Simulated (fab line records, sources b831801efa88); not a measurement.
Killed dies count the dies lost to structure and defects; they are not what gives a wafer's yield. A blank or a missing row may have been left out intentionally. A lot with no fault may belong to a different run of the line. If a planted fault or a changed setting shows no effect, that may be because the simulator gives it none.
fab line records	flow sky130
record: lots: 6	wafers: 18	last_day: 50
route steps=708 shown POLY_GATE@218 PAD_OPEN@708
lots with no fault: from the same line, run without faults
start_h: hours from the record's first day to the start of the lot's first wafer shown	wait_h: time in hours since the lot's previous step	" as in the row above	L1.1+2: a single row standing in for several wafers	- either no value or no given start	* or withheld: withheld	< > ~ a bound
route shown NAME@n: a module of which the file shows steps, and the number in the route of the first	usual: mean/standard deviation taken from wafers without a fault	same: alike in all rows	chamber/n: place in a boat	sites: per-site readings	_std_site: how widely they spread, as a standard deviation	_edge_site: outer sites' mean less inner sites'	radius_mm: how far each site lies from the wafer's centre	mask NAME#n: copy n	behind: the most recent tool/chamber to have shaped the wafer	hold: reason for holding the lot/hours on hold/outcome of the hold	device: transistor that didn't switch, given as n, p or np	end of line: the same wafers' tests at the end of the route	for a step that has no rows: nothing shown but its recipe	killed: the dies lost at the first sort to structure and to defects; this is not the yield of the wafer	map: a wafer's dies, x killed, . not, _ none there
set.NAME: the setting as run; set.NAME@STEP: as run at that earlier step	model.NAME: the simulator's own value behind a step, which no gauge read
lots seen at some steps along the route; tables by step, rows by wafer
services: a tool's chamber out of use, with start hour (start_h, from the record's first day; less than 0 if before it), hours out, and reason
== steps ==
step: SKY_POLY_GATE_THK_MEAS_04
recipe: reads: Si3N4_of_POLY_GATE_CVD_03
usual: POLY_GATE_CVD_03_THK: 74.9/0.7
lot.wafer	tool	chamber	start_h	wait_h	POLY_GATE_CVD_03_THK[nm]
L732.2	film_metro-04	-	335.74	0.0	75.3
L732.3	"	-	"	"	75.1
L732.4	"	-	"	"	75.4
L740.3	film_metro-01	-	416.44	0.0	74.5
L740.4	"	-	"	"	74.5
L740.5	"	-	"	"	74.9
L745.1	film_metro-02	-	459.59	0.0	74.0
L745.2	"	-	"	"	74.8
L745.5	"	-	"	"	74.2
L750.2	film_metro-01	-	499.67	0.0	75.8
L750.5	"	-	"	"	75.8
L750.6	"	-	"	"	76.3
L754.4	film_metro-02	-	533.23	0.0	74.5
L754.5	"	-	"	"	74.6
L754.6	"	-	"	"	75.1
L755.1	film_metro-01	-	542.91	0.0	74.8
L755.3	"	-	"	"	75.0
L755.5	"	-	"	"	74.9
step: SKY_POLY_GATE_DEHYDRATE_05
recipe: temp_c: 200	time_s: 60
step: SKY_POLY_GATE_HMDS_06
recipe: prime_time_s: 60	prime_temp_c: 120
step: SKY_POLY_GATE_COAT_07
recipe: resist: BARC	temp_c: withheld	time_s: withheld	spin_rpm: 3000	resist_thk_nm: 110
step: SKY_POLY_GATE_COAT_08
recipe: resist: KrF-thick	spin_rpm: 3000	resist_thk_nm: 450
step: SKY_POLY_GATE_SOFTBAKE_09
recipe: temp_c: 100	time_s: 90	resist: KrF-thick
step: SKY_POLY_GATE_EXPOSE_10
recipe: mask_id: P1M	na: 0.68	source_shape: conventional	sigma_outer: 0.6	target_cd_nm: 150	dose_mj: 28
step: SKY_POLY_GATE_PEB_11
recipe: peb_temp_c: withheld	peb_time_s: withheld	resist: KrF-thick
step: SKY_POLY_GATE_DEVELOP_12
recipe: develop_time_s: 60	resist: KrF-thick	dev_temp_c: 21
step: SKY_POLY_GATE_CD_MEAS_13
recipe: target_cd_nm: 150
usual: cd_nm: 150.1/1.3
lot.wafer	tool	chamber	start_h	wait_h	cd_nm
L732.2	cd_sem-01	-	363.36	-	150.1
L732.3	"	-	"	"	150.7
L732.4	"	-	"	"	151.2
L740.3	cd_sem-01	-	447.21	-	149.0
L740.4	"	-	"	"	146.8
L740.5	"	-	"	"	148.9
L745.1	cd_sem-02	-	490.79	-	153.1
L745.2	"	-	"	"	153.3
L745.5	"	-	"	"	152.8
L750.2	cd_sem-01	-	529.26	-	149.9
L750.5	"	-	"	"	149.9
L750.6	"	-	"	"	150.1
L754.4	cd_sem-02	-	564.13	-	150.6
L754.5	"	-	"	"	151.8
L754.6	"	-	"	"	150.7
L755.1	cd_sem-01	-	572.17	-	151.9
L755.3	"	-	"	"	150.8
L755.5	"	-	"	"	151.3
step: SKY_POLY_GATE_OVL_MEAS_14
usual: POLY_GATE_OVL: -5/5.1
lot.wafer	tool	chamber	start_h	wait_h	POLY_GATE_OVL[nm]
L732.2	overlay-02	-	363.47	0.1	-7
L732.3	"	-	"	"	-3
L732.4	"	-	"	"	-8
L740.3	overlay-01	-	447.30	0.1	-8
L740.4	"	-	"	"	-11
L740.5	"	-	"	"	-12
L745.1	overlay-02	-	490.91	0.1	-8
L745.2	"	-	"	"	0
L745.5	"	-	"	"	-3
L750.2	overlay-02	-	529.37	0.1	-10
L750.5	"	-	"	"	-4
L750.6	"	-	"	"	-7
L754.4	overlay-02	-	564.21	0.1	-5
L754.5	"	-	"	"	-6
L754.6	"	-	"	"	-7
L755.1	overlay-01	-	572.29	0.1	-3
L755.3	"	-	"	"	-6
L755.5	"	-	"	"	-3
step: SKY_POLY_GATE_ETCH_15
recipe: chemistry: N2/H2	target: BARC	ion_energy_ev: 200	source_w: 500	bias_w: 100	pressure_mtorr: 30	n2_flow_sccm: 100	h2_flow_sccm: 200	stop_on: SiO2	time_s: 118.5	target_depth_a: 1100
usual: bias_w: 100.0/0.31	chamber_pressure_mTorr: 30.002/0.027	drypump_motor_current_A: 6.0/0.39	oes_product_au: 0.716/0.0048	throttle_valve_pct: 13.213/0.0094
lot.wafer	tool	chamber	start_h	wait_h	bias_w	chamber_pressure_mTorr	drypump_motor_current_A	oes_product_au	rf_hours_counter_h	throttle_valve_pct
L732.2	rie_diel-02	1	363.50	0.0	99.8	29.955	5.4	0.709	92	13.216
L732.3	"	2	"	"	99.3	29.975	6.1	0.715	1	13.225
L732.4	"	3	"	"	100.1	29.997	5.6	0.718	114	13.199
L740.3	rie_diel-04	3	447.33	0.0	100.6	29.985	6.8	0.718	6	13.212
L740.4	"	0	"	"	99.9	29.989	6.3	0.726	83	13.213
L740.5	"	0	"	"	100.2	30.005	6.2	0.706	-	13.204
L745.1	rie_diel-04	1	490.95	0.0	99.5	29.980	6.0	0.714	4	13.212
L745.2	"	0	"	"	99.7	30.020	6.3	0.719	84	13.201
L745.5	"	3	"	"	100.4	29.955	6.8	0.710	-	13.221
L750.2	rie_diel-02	3	529.40	0.0	100.1	30.000	5.6	0.720	3	13.205
L750.5	"	3	"	"	100.4	30.001	5.6	0.716	-	13.233
L750.6	"	0	"	"	100.5	30.001	6.1	0.715	-	13.212
L754.4	rie_diel-02	0	564.23	0.0	100.0	30.008	6.2	0.714	47	13.204
L754.5	"	1	"	"	99.9	29.964	5.3	0.714	-	13.207
L754.6	"	2	"	"	99.8	30.021	6.1	0.713	-	13.205
L755.1	rie_diel-04	0	572.33	0.0	100.2	30.017	6.3	0.720	0	13.208
L755.3	"	0	"	"	100.9	29.996	6.3	0.710	-	13.212
L755.5	"	0	"	"	100.5	30.016	6.3	0.712	-	13.208
step: SKY_POLY_GATE_ETCH_16
recipe: stop_on: poly-Si	chemistry: CH3F/O2	target: Si3N4	source_w: 400	bias_w: 80	pressure_mtorr: 25	ch3f_flow_sccm: 40	O2_flow_sccm: 30	time_s: 147.5	target_depth_a: 750
usual: O2_flow_sccm: 29.99/0.094	bias_w: 79.99/0.29	drypump_motor_current_A: 6.0/0.39	oes_product_au: 0.640/0.0048	throttle_valve_pct: 10.535/0.0083
lot.wafer	tool	chamber	start_h	wait_h	O2_flow_sccm	bias_w	drypump_motor_current_A	oes_product_au	rf_hours_counter_h	throttle_valve_pct	model.KrF-thick_of_POLY_GATE_COAT_08.thk_nm
L732.2	rie_diel-02	1	363.58	0.0	30.12	80.03	5.3	0.640	92	10.534	235.1
L732.3	"	2	"	"	30.03	80.01	6.0	0.637	1	10.532	234.4
L732.4	"	3	"	"	29.94	80.04	5.6	0.646	114	10.527	235.6
L740.3	rie_diel-04	3	447.41	0.0	30.17	80.19	6.8	0.636	7	10.537	233.7
L740.4	"	0	"	"	30.07	79.61	6.3	0.643	83	10.524	236.3
L740.5	"	0	"	"	30.00	79.65	6.3	0.636	-	10.535	234.7
L745.1	rie_diel-04	1	491.03	0.0	29.95	79.68	6.0	0.639	4	10.531	236.4
L745.2	"	0	"	"	29.86	79.43	6.2	0.639	84	10.548	237.1
L745.5	"	3	"	"	30.19	79.70	6.8	0.631	-	10.537	237.2
L750.2	rie_diel-02	3	529.48	0.0	30.01	80.02	5.6	0.642	3	10.535	228.9
L750.5	"	3	"	"	29.94	80.33	5.6	0.645	-	10.555	229.2
L750.6	"	0	"	"	30.14	80.03	6.1	0.641	-	10.532	229.5
L754.4	rie_diel-02	0	564.31	0.0	-	-	-	-	-	-	341.6
L754.5	"	1	"	"	-	-	-	-	-	-	344
L754.6	"	2	"	"	-	-	-	-	-	-	344.3
L755.1	rie_diel-04	0	572.45	0.1	-	-	-	-	-	-	344.1
L755.3	"	0	"	"	-	-	-	-	-	-	343.4
L755.5	"	0	"	"	-	-	-	-	-	-	344.1
step: SKY_POLY_GATE_ETCH_17
recipe: target_depth_nm: 180	stop_on: SiO2	over_etch_frac: 0.56667	chemistry: HBr/Cl2	target: poly-Si	icp_w: 400	bias_w: 100	pressure_mtorr: 10	HBr_flow_sccm: 150	Cl2_flow_sccm: 50	time_s: 70.5
usual: HBr_flow_sccm: 150.0/0.48	bias_w: 100.0/0.3	drypump_motor_current_A: 5.8/0.46	oes_product_au: 0.986/0.0075	throttle_valve_pct: 33.684/0.0086
lot.wafer	tool	chamber	start_h	wait_h	HBr_flow_sccm	bias_w	drypump_motor_current_A	oes_product_au	rf_hours_counter_h	throttle_valve_pct	model.KrF-thick_of_POLY_GATE_COAT_08.thk_nm
L732.2	rie_si-02	3	363.68	0.0	149.8	99.4	6.7	0.985	40	33.686	141.1
L732.3	"	2	"	"	149.8	99.8	5.9	0.987	84	33.692	140.1
L732.4	"	0	"	"	150.1	100.3	5.5	0.982	64	33.672	141.6
L740.3	rie_si-01	2	447.51	0.0	149.8	99.6	4.9	0.982	4	33.687	140.6
L740.4	"	1	"	"	149.7	100.2	5.8	0.982	3	33.680	143.6
L740.5	"	1	"	"	150.6	99.6	5.9	0.979	-	33.676	142.5
L745.1	rie_si-01	2	491.13	0.0	150.6	99.9	4.9	0.984	5	33.671	141.9
L745.2	"	0	"	"	149.8	100.2	5.6	0.971	1	33.685	144.1
L745.5	"	3	"	"	149.9	99.4	6.0	0.990	-	33.684	142.2
L750.2	rie_si-02	3	529.58	0.0	150.5	99.5	6.7	0.980	41	33.669	136
L750.5	"	2	"	"	149.5	100.0	5.9	0.989	-	33.687	135.3
L750.6	"	1	"	"	149.5	100.4	5.7	0.984	-	33.683	138
L754.4	rie_si-02	0	564.44	0.1	150.0	100.1	5.5	0.994	-	33.700	247.7
L754.5	"	1	"	"	150.4	99.9	5.7	0.982	-	33.670	251.8
L754.6	"	2	"	"	149.9	100.5	5.9	0.987	-	33.690	249.9
L755.1	rie_si-01	2	572.60	0.1	150.1	99.9	4.9	0.972	5	33.679	252
L755.3	"	0	"	"	149.6	100.2	5.6	0.977	1	33.689	251
L755.5	"	2	"	"	149.8	100.3	4.9	0.991	-	33.678	251.2
step: SKY_POLY_GATE_STRIP_18
recipe: chemistry: O2/N2	power_w: 1400	pressure_mtorr: 1500	platen_temp_c: withheld	o2_flow_sccm: 3000	n2_flow_sccm: 300	overash_fraction: 0.5
usual: drypump_motor_current_A: 5.9/0.36	oes_product_au: 0.360/0.0045	strip_time_to_endpoint_s: 3.171/0.028
same: overash_fraction: 0.5
lot.wafer	tool	chamber	start_h	wait_h	drypump_motor_current_A	oes_product_au	rf_hours_counter_h	strip_time_to_endpoint_s
L732.2	plasma_asher-01	1	363.74	0.0	6.1	0.367	57	3.175
L732.3	"	1	"	"	6.1	0.353	-	3.178
L732.4	"	0	"	"	6.6	0.363	-	3.183
L740.3	plasma_asher-04	1	447.60	0.1	5.8	0.366	-	3.168
L740.4	"	0	"	"	5.4	0.352	-	3.190
L740.5	"	1	"	"	5.8	0.361	-	3.198
L745.1	plasma_asher-04	1	491.18	0.0	5.8	0.363	37	3.184
L745.2	"	0	"	"	5.4	0.366	37	3.225
L745.5	"	1	"	"	5.8	0.369	-	3.198
L750.2	plasma_asher-04	0	529.63	0.0	5.4	0.357	42	3.117
L750.5	"	0	"	"	5.4	0.352	-	3.120
L750.6	"	1	"	"	5.8	0.365	-	3.125
L754.4	plasma_asher-01	1	564.50	0.0	6.1	0.407	-	4.327
L754.5	"	1	"	"	6.1	0.401	-	4.354
L754.6	"	0	"	"	6.6	0.420	-	4.353
L755.1	plasma_asher-01	0	572.65	0.0	6.6	0.416	78	4.360
L755.3	"	0	"	"	6.6	0.412	-	4.347
L755.5	"	1	"	"	6.1	0.411	-	4.355
step: SKY_POLY_GATE_CLEAN_19
recipe: chemistry: SC1/SC2	mix: 1:4:20	temp_c: 70	time_s: 150	dry: n2_spin
step: SKY_PAD_OPEN_PROBE_99
usual: killed_at_M0_to_M3: 43/6.5	killed_at_M4_up: 3.2/1.8	killed_at_contacts: 24/5.2	killed_at_front_end: 15/4	killed_at_other: 0.4/0.69	killed_dies: 86/8.7	killed_on_rim: 17/3.7	killed_open: 47/7	killed_short: 39/5.7
same: gross_dies: 492	killed_at_back_side: 0
lot.wafer	tool	chamber	start_h	wait_h	killed_at_M0_to_M3	killed_at_M4_up	killed_at_contacts	killed_at_front_end	killed_at_other	killed_dies	killed_on_rim	killed_open	killed_short
L732.2	prober-02	-	1073.67	0.1	27	2	28	11	1	69	17	39	29
L732.3	prober-02	-	1073.72	0.2	36	1	32	15	0	84	20	37	47
L732.4	prober-02	-	1073.77	0.2	41	2	28	14	1	86	18	47	39
L740.3	prober-02	-	1126.62	0.2	43	2	23	20	1	89	21	56	32
L740.4	prober-02	-	1126.67	0.2	46	3	27	20	3	99	18	60	37
L740.5	prober-02	-	1126.72	0.2	53	9	16	15	2	95	16	51	42
L745.1	prober-01	-	1151.44	0.1	48	3	19	12	0	82	17	43	39
L745.2	prober-01	-	1151.49	0.1	48	1	21	14	0	84	17	48	36
L745.5	prober-01	-	1151.64	0.2	43	4	28	11	0	86	15	41	45
L754.4	prober-02	-	1196.72	0.2	45	5	23	418	1	492	96	51	37
L754.5	prober-02	-	1196.77	0.2	45	5	28	412	2	492	96	59	35
L754.6	prober-02	-	1196.82	0.2	49	5	18	419	1	492	96	56	34
L755.1	prober-01	-	1198.26	0.1	45	3	21	423	0	492	96	38	44
L755.3	prober-01	-	1198.36	0.2	50	5	21	416	0	492	96	50	44
L755.5	prober-01	-	1198.46	0.2	38	5	20	429	0	492	96	44	37
killed by level:class
L732.2 LI_CONTACT:geometric_particle:open=11 CONTACT:geometric_particle:open=7 FIELD_ISO:geometric_particle:short=5 VIA2:geometric_particle:open=5 METAL2:geometric_particle:short=5 FIELD_ISO:geometric_particle:open=4 LI_CONTACT:geometric_particle:short=4 METAL1:geometric_particle:short=4
L732.3 VIA1:geometric_particle:open=10 LI_CONTACT:geometric_particle:open=8 LOCAL_INTERCONNECT:geometric_particle:short=8 METAL1:geometric_particle:short=7 CONTACT:geometric_particle:open=6 FIELD_ISO:geometric_particle:short=5 FIELD_ISO:geometric_particle:open=5 LI_CONTACT:geometric_particle:short=5
L732.4 LI_CONTACT:geometric_particle:open=10 CONTACT:geometric_particle:open=8 VIA1:geometric_particle:open=7 VIA2:geometric_particle:open=7 CONTACT:geometric_particle:short=5 FIELD_ISO:geometric_particle:short=4 METAL1:geometric_particle:short=4 VIA1:geometric_particle:short=4
L740.3 CONTACT:geometric_particle:open=10 VIA1:geometric_particle:open=10 METAL1:geometric_particle:short=9 FIELD_ISO:geometric_particle:short=7 LI_CONTACT:geometric_particle:open=7 VIA3:geometric_particle:open=7 FIELD_ISO:geometric_particle:open=6 VIA2:geometric_particle:open=5
L740.4 LI_CONTACT:geometric_particle:open=12 CONTACT:geometric_particle:open=9 VIA3:geometric_particle:open=9 VIA1:geometric_particle:open=8 VIA2:geometric_particle:open=7 POLY_GATE:geometric_particle:open=6 METAL1:geometric_particle:short=6 METAL2:geometric_particle:short=6
L740.5 VIA1:geometric_particle:open=18 VIA1:geometric_particle:short=8 METAL4:geometric_particle:short=7 FIELD_ISO:geometric_particle:short=6 LI_CONTACT:geometric_particle:open=6 CONTACT:geometric_particle:open=6 VIA2:geometric_particle:open=6 METAL2:geometric_particle:short=5
L745.1 VIA1:geometric_particle:open=9 VIA1:geometric_particle:short=8 VIA3:geometric_particle:open=8 CONTACT:geometric_particle:short=6 CONTACT:geometric_particle:open=6 METAL1:geometric_particle:short=6 VIA2:geometric_particle:open=6 FIELD_ISO:geometric_particle:open=4
L745.2 VIA1:geometric_particle:open=14 LI_CONTACT:geometric_particle:open=8 VIA2:geometric_particle:open=8 METAL1:geometric_particle:short=6 VIA1:geometric_particle:short=5 POLY_GATE:geometric_particle:open=4 LI_CONTACT:geometric_particle:short=4 LOCAL_INTERCONNECT:geometric_particle:short=4
L745.5 VIA1:geometric_particle:open=9 METAL1:geometric_particle:short=8 LOCAL_INTERCONNECT:geometric_particle:short=7 CONTACT:geometric_particle:open=7 LI_CONTACT:geometric_particle:open=6 CONTACT:geometric_particle:short=6 VIA2:geometric_particle:open=6 VIA3:geometric_particle:open=6
L754.4 POLY_GATE:area_etch=402 CONTACT:geometric_particle:open=13 VIA1:geometric_particle:open=12 VIA1:geometric_particle:short=9 FIELD_ISO:geometric_particle:open=6 VIA3:geometric_particle:open=6 POLY_GATE:geometric_particle:short=4 CONTACT:geometric_particle:short=4
L754.5 POLY_GATE:area_etch=397 VIA1:geometric_particle:open=15 VIA3:geometric_particle:open=11 CONTACT:geometric_particle:open=9 POLY_GATE:geometric_particle:open=6 LI_CONTACT:geometric_particle:open=6 CONTACT:geometric_particle:short=6 METAL2:geometric_particle:short=6
L754.6 POLY_GATE:area_etch=399 VIA3:geometric_particle:open=13 VIA1:geometric_particle:open=11 VIA2:geometric_particle:open=7 LI_CONTACT:geometric_particle:open=6 CONTACT:geometric_particle:open=6 VIA1:geometric_particle:short=6 FIELD_ISO:geometric_particle:open=5
L755.1 POLY_GATE:area_etch=410 VIA1:geometric_particle:open=9 METAL2:geometric_particle:short=9 METAL1:geometric_particle:short=8 CONTACT:geometric_particle:open=6 CONTACT:geometric_particle:short=6 FIELD_ISO:geometric_particle:open=5 POLY_GATE:geometric_particle:short=5
L755.3 POLY_GATE:area_etch=398 VIA1:geometric_particle:open=15 CONTACT:geometric_particle:open=9 FIELD_ISO:geometric_particle:short=8 LI_CONTACT:geometric_particle:open=8 VIA1:geometric_particle:short=7 POLY_GATE:geometric_particle:open=5 METAL1:geometric_particle:short=5
L755.5 POLY_GATE:area_etch=411 CONTACT:geometric_particle:open=9 VIA1:geometric_particle:open=9 METAL2:geometric_particle:short=8 VIA3:geometric_particle:open=8 FIELD_ISO:geometric_particle:open=5 POLY_GATE:geometric_particle:short=4 POLY_GATE:geometric_particle:open=4
map L754.4 (x killed, . not)
__________xxxxxxxxxx_________
________xxxxxxxxxxxxxx_______
______xxxxxxxxxxxxxxxxxx_____
_____xxxxxxxxxxxxxxxxxxxx____
____xxxxxxxxxxxxxxxxxxxxxx___
___xxxxxxxxxxxxxxxxxxxxxxxx__
__xxxxxxxxxxxxxxxxxxxxxxxxxx_
_xxxxxxxxxxxxxxxxxxxxxxxxxxxx
_xxxxxxxxxxxxxxxxxxxxxxxxxxxx
_xxxxxxxxxxxxxxxxxxxxxxxxxxxx
_xxxxxxxxxxxxxxxxxxxxxxxxxxxx
_xxxxxxxxxxxxxxxxxxxxxxxxxxxx
_xxxxxxxxxxxxxxxxxxxxxxxxxxxx
_xxxxxxxxxxxxxxxxxxxxxxxxxxxx
_xxxxxxxxxxxxxxxxxxxxxxxxxxxx
__xxxxxxxxxxxxxxxxxxxxxxxxxx_
___xxxxxxxxxxxxxxxxxxxxxxxx__
____xxxxxxxxxxxxxxxxxxxxxx___
_____xxxxxxxxxxxxxxxxxxxx____
______xxxxxxxxxxxxxxxxxx_____
________xxxxxxxxxxxxxx_______
__________xxxxxxxxxx_________
map L755.1 (x killed, . not)
__________xxxxxxxxxx_________
________xxxxxxxxxxxxxx_______
______xxxxxxxxxxxxxxxxxx_____
_____xxxxxxxxxxxxxxxxxxxx____
____xxxxxxxxxxxxxxxxxxxxxx___
___xxxxxxxxxxxxxxxxxxxxxxxx__
__xxxxxxxxxxxxxxxxxxxxxxxxxx_
_xxxxxxxxxxxxxxxxxxxxxxxxxxxx
_xxxxxxxxxxxxxxxxxxxxxxxxxxxx
_xxxxxxxxxxxxxxxxxxxxxxxxxxxx
_xxxxxxxxxxxxxxxxxxxxxxxxxxxx
_xxxxxxxxxxxxxxxxxxxxxxxxxxxx
_xxxxxxxxxxxxxxxxxxxxxxxxxxxx
_xxxxxxxxxxxxxxxxxxxxxxxxxxxx
_xxxxxxxxxxxxxxxxxxxxxxxxxxxx
__xxxxxxxxxxxxxxxxxxxxxxxxxx_
___xxxxxxxxxxxxxxxxxxxxxxxx__
____xxxxxxxxxxxxxxxxxxxxxx___
_____xxxxxxxxxxxxxxxxxxxx____
______xxxxxxxxxxxxxxxxxx_____
________xxxxxxxxxxxxxx_______
__________xxxxxxxxxx_________
== services ==
tool	chamber	start_h	hours	kind
rie_diel-04	2	339.93	-	clean
rie_diel-04	2	339.93	20.4	scheduled_down
rie_diel-04	2	339.93	20.4	vent_cycle
rie_si-02	-	345.69	2.8	pm
rie_si-02	2	373.48	-	clean
rie_si-02	2	373.48	13.5	scheduled_down
rie_si-01	3	383.71	4.2	repair
rie_diel-02	3	385.90	-	clean
rie_diel-02	3	385.90	18.1	scheduled_down
rie_diel-02	3	385.90	18.1	vent_cycle
rie_diel-04	2	417.52	3.4	repair
rie_diel-02	1	486.18	-	clean
rie_diel-02	1	486.18	20.3	scheduled_down
rie_diel-02	1	486.18	20.3	vent_cycle
plasma_asher-01	-	495.47	7.8	pm
plasma_asher-01	-	536.00	0.5	repair
rie_diel-02	0	543.22	5.3	repair
rie_diel-04	0	543.36	-	clean
rie_diel-04	0	543.36	14.4	scheduled_down
rie_diel-04	0	543.36	14.4	vent_cycle
rie_diel-04	3	544.42	5.6	repair
rie_diel-02	1	547.78	10.6	repair
rie_diel-04	2	564.48	39.0	repair
rie_diel-04	1	569.58	6.1	repair
== key ==
first_sign: step: SKY_POLY_GATE_ETCH_16	reading: tool_record	direction: missing
effect: step: SKY_POLY_GATE_STRIP_18	reading: strip_time_to_endpoint_s	direction: up	sigmas: 43	usual: *	struck: *
effect: step: SKY_PAD_OPEN_PROBE_99	reading: killed_at_front_end	direction: up	sigmas: 99+	usual: 15	struck: 420
model_effect: step: SKY_POLY_GATE_ETCH_16	value: KrF-thick_of_POLY_GATE_COAT_08.thk_nm	without: 233.6	struck: 343.6
model_effect: step: SKY_POLY_GATE_ETCH_17	value: KrF-thick_of_POLY_GATE_COAT_08.thk_nm	without: 140.6	struck: 250.6
more_kills_born_at: SKY_POLY_GATE_ETCH_16@rie_diel-04: 1212	SKY_POLY_GATE_ETCH_16@rie_diel-02: 1195
met_at SKY_POLY_GATE_ETCH_16
struck_wafers L754.4,L754.5,L754.6,L755.1,L755.3,L755.5
later_rows_left_out L754.4,L754.5,L754.6,L755.1,L755.3,L755.5
tester_left_out L754,L755
onset_between 529.48 564.31
fault: kind: skipped_step_whole	tool: rie_diel-02,rie_diel-04	chamber: -	onset_h: 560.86	steps: SKY_POLY_GATE_ETCH_16	scope: struck_lots_only
tester_left_out: of these lots the tester's yield and bins aren't shown, on N5 and GAA mostly nor the transistor test; their killed dies are dies lost to structure and defects alone, not to doping, threshold or leakage, so they don't give the yield
later_rows_left_out: the simulator's readings of these wafers behind a module that went badly wrong aren't trusted and aren't shown, but for the sort
